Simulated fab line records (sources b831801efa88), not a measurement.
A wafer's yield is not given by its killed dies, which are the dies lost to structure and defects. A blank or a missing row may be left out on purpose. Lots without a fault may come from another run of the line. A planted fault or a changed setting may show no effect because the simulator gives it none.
A single fault, viewed from 2 desks | flow sky130 | every desk sees just its own numbers, and what lay behind them comes last

## DESK OF THE TOOL OWNER: implanter-02
The tool's own readings at SKY_LDD_N_IMPLANT_12, given as means over the sampled wafers that have a number, one for each lot that went through this tool. If a lot's mean is further than 4 standard deviations from the usual mean, the lot is out of limits and carries the mark OUT (the distance appears in the brackets).
Columns: A = rotation_deg at SKY_LDD_N_IMPLANT_12, usual 0.006 degrees
lot  | first seen here | A
L842 | day 17 21:11    | -0.015
L847 | day 20 09:09    | 0.000
L851 | day 21 10:13    | 0.026
L852 | day 21 16:43    | -0.013
L853 | day 22 00:41    | 0.027
L856 | day 22 19:53    | 82.312 (+99 or more) OUT
L858 | day 23 19:58    | 82.318 (+99 or more) OUT
This desk finds L856, L858 out of limits, L856 being first, at day 22 19:53 (rotation_deg at SKY_LDD_N_IMPLANT_12). L842, L847, L851, L852, L853: within limits.

## FROM THE METROLOGY DESK
What the gauges read, lot by lot, whatever tool the lot ran on: means of the sampled wafers that have a number. If a lot's mean is further than 4 standard deviations from the usual mean, the lot is out of limits and carries the mark OUT (the distance appears in the brackets).
Columns: A = GATE_OXIDE_TW at SKY_GATE_OXIDE_TW_MEAS_14, usual 225.1; B = POLY_GATE_OVL at SKY_POLY_GATE_OVL_MEAS_14, usual -3 nm; C = cd_nm at SKY_LDD_P_CD_MEAS_07, usual 378.5 nm
lot  | first seen here | A     | B   | C
L842 | day 14 02:14    | 224.7 | -8  | 378.5
L843 | day 14 10:23    | 227.3 | 1   | 377.8
L846 | day 15 09:16    | 225.0 | 0   | 381.4
L847 | day 16 06:13    | 226.2 | -8  | 379.0
L850 | day 16 21:29    | 224.2 | 2   | 378.9
L851 | day 17 05:23    | 224.3 | -7  | 376.0
L852 | day 17 09:33    | 225.4 | -6  | 376.8
L853 | day 17 18:32    | 226.0 | 3   | 379.2
L854 | day 18 12:17    | 226.4 | 2   | 380.7
L856 | day 18 16:41    | 223.6 | -4  | 378.0
L858 | day 19 16:58    | 223.5 | 0   | 377.6
L863 | day 21 01:26    | 225.0 | -2  | 374.0
L864 | day 21 18:13    | 227.4 | 3   | 381.3
L865 | day 21 22:57    | 223.3 | -12 | 383.2
Result from this desk: across the 14 lots, nothing is out of limits.

## ALL TOGETHER
At day 22 19:53, on L856, L858, the tool owner's desk was in a position to raise an alarm.
Metrology desk: nothing out of limits seen.
The metrology desk holds a record of L856, L858, inside its limits.
All the named lots went through SKY_LDD_N_IMPLANT_12 on implanter-02.

## WHAT THE SIMULATOR PUT IN
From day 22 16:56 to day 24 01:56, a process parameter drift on implanter-02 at SKY_LDD_N_IMPLANT_12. The setting rotation_deg was moved by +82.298, starting from 0. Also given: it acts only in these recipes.
Shown lots that were struck: L856, L858.
Hours from the fault's start to each desk's first reading out of limits: the tool owner's desk, 3.
